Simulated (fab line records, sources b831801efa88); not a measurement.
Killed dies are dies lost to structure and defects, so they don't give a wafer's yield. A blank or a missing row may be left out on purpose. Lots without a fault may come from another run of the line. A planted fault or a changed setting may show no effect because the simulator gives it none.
Chamber matching | flow sfq_line | SFQ_TRILAYER_I1_CMP_CMP_046 on cmp-02: 4 sister chambers
The step polishes SiO2. 8 wafers are shown with their chamber, then 9 later ones without.

WAFERS WITH THEIR CHAMBER
wafer  | chamber | motor_current_A (A) | platen_rpm (rpm)
L610.2 | 0       | 9.1                 | 60.08
L610.4 | 3       | 10.3                | 60.03
L610.6 | 0       | 9.6                 | 59.94
L611.1 | 1       | 9.7                 | 59.96
L611.5 | 3       | 10.2                | 60.04
L613.4 | 2       | 9.5                 | 60.00
L613.1 | 1       | 10.3                | 59.95
L613.6 | 2       | 9.4                 | 60.03

WAFERS WITHOUT THEIR CHAMBER
wafer  | motor_current_A (A) | platen_rpm (rpm)
L614.2 | 9.8                 | 59.99
L614.3 | 10.1                | 60.08
L614.5 | 9.2                 | 59.96
L616.1 | 9.4                 | 59.97
L616.2 | 9.4                 | 59.93
L616.6 | 9.3                 | 59.97
L618.1 | 9.4                 | 60.01
L618.3 | 9.6                 | 60.03
L618.5 | 9.9                 | 59.96

WHICH CHAMBER EACH WENT THROUGH
wafer  | from the rows above               | in truth
L614.2 | can't be placed: 1 or 2 or 0 or 3 | 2
L614.3 | can't be placed: 3 or 1 or 2 or 0 | 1
L614.5 | can't be placed: 0 or 2 or 1      | 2
L616.1 | can't be placed: 0 or 2 or 1      | 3
L616.2 | can't be placed: 0 or 2 or 1      | 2
L616.6 | can't be placed: 0 or 2 or 1      | 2
L618.1 | can't be placed: 0 or 2           | 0
L618.3 | can't be placed: 2 or 0 or 1 or 3 | 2
L618.5 | can't be placed: 1 or 3 or 2 or 0 | 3
Placed correctly: 0 of 9. Can't be placed from these rows: 9 (the true chamber is among the candidates in 8). Placed wrongly: 0.
How it was worked out, from the rows above alone: a wafer's distance from a chamber is the root of the sum, over the readings, of the square of ((its reading less the chamber's mean) divided by the reading's scatter). The wafer belongs to the nearest chamber; if the next one is less than 2 further off, it can't be placed. A chamber's mean is the mean of its shown wafers. The scatter: the root of (the sum of the squares of (reading less its chamber's mean) over the shown wafers, divided by (wafers less chambers)).
